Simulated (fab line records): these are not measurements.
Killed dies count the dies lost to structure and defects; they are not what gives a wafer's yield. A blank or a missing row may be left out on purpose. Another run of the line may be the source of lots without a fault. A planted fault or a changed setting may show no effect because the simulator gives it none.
One fault seen from 2 desks | flow gf180mcu | every desk sees just its own numbers, and what lay behind them comes last

TOOL OWNER'S DESK, lpcvd-02
The tool's own readings at GF_HV_LDD_CVD_56 (deposits Si3N4 from DCS/NH3, target thk 90 nm, time 1543 s): means of the sampled wafers that have a number, for each lot that ran on this tool. The brackets show how far a lot's mean lies from the usual mean; more than 4 standard deviations puts the lot out of limits, marked OUT.
Columns: A = spike tc top C at GF_HV_LDD_CVD_56, usual 787.1 C; B = zone power bottom pct at GF_HV_LDD_CVD_56, usual 22.2 %; C = zone power lower pct at GF_HV_LDD_CVD_56, usual 13.9 %
lot  | first seen here | A     | B    | C
L113 | day 13 01:41    | 786.4 | 23.7 | 12.6
L120 | day 15 09:55    | 790.0 | 24.1 | 16.4
L124 | day 16 16:29    | 788.8 | 24.1 | 16.6
L132 | day 19 12:40    | 787.3 | 23.7 | 12.6
L134 | day 20 04:23    | 788.6 | 24.2 | 16.7
This desk's finding: nothing out of limits on any of the 5 lots.

THE METROLOGY DESK
What the gauges read, lot by lot, whatever tool the lot ran on: means of the sampled wafers that have a number. The brackets show how far a lot's mean lies from the usual mean; more than 4 standard deviations puts the lot out of limits, marked OUT.
Columns: A = HV_LDD_CVD_56_THK at GF_HV_LDD_THK_MEAS_57, usual 90.1 nm; B = V1_W_THK at GF_V1_THK_MEAS_25, usual 357 nm
lot  | first seen here | A               | B
L111 | day 12 10:50    | 90.3            | 362
L112 | day 12 19:06    | 90.5            | 366
L113 | day 13 03:08    | 90.9            | 359
L115 | day 13 23:05    | 90.1            | 364
L120 | day 15 11:22    | 89.9            | 356
L124 | day 16 17:55    | 117.2 (+46) OUT | 355
L126 | day 17 12:34    | 90.1            | 354
L128 | day 18 06:01    | 90.7            | 354
L132 | day 19 14:06    | 90.7            | 362
L133 | day 19 20:26    | 90.9            | 354
L134 | day 20 05:49    | 89.1            | 354
Per this desk, out of limits: L124; the first was L124, day 16 17:55 (HV_LDD_CVD_56_THK at GF_HV_LDD_THK_MEAS_57). In limits: L111, L112, L113, L115, L120, L126, L128, L132, L133, L134.

TAKEN TOGETHER
Metrology desk: alarm possible at day 16 17:55 on L124.
The tool owner's desk saw nothing out of limits.
The tool owner's desk has L124 on record, within its limits.
On lpcvd-02, each named lot ran GF_HV_LDD_CVD_56.

WHAT THE SIMULATOR PUT IN
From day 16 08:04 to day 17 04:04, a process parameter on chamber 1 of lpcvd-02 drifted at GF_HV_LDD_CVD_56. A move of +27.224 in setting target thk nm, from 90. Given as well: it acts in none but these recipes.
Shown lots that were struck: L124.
Per desk, hours elapsed from the start of the fault to the first reading out of limits: for the metrology desk, 10.
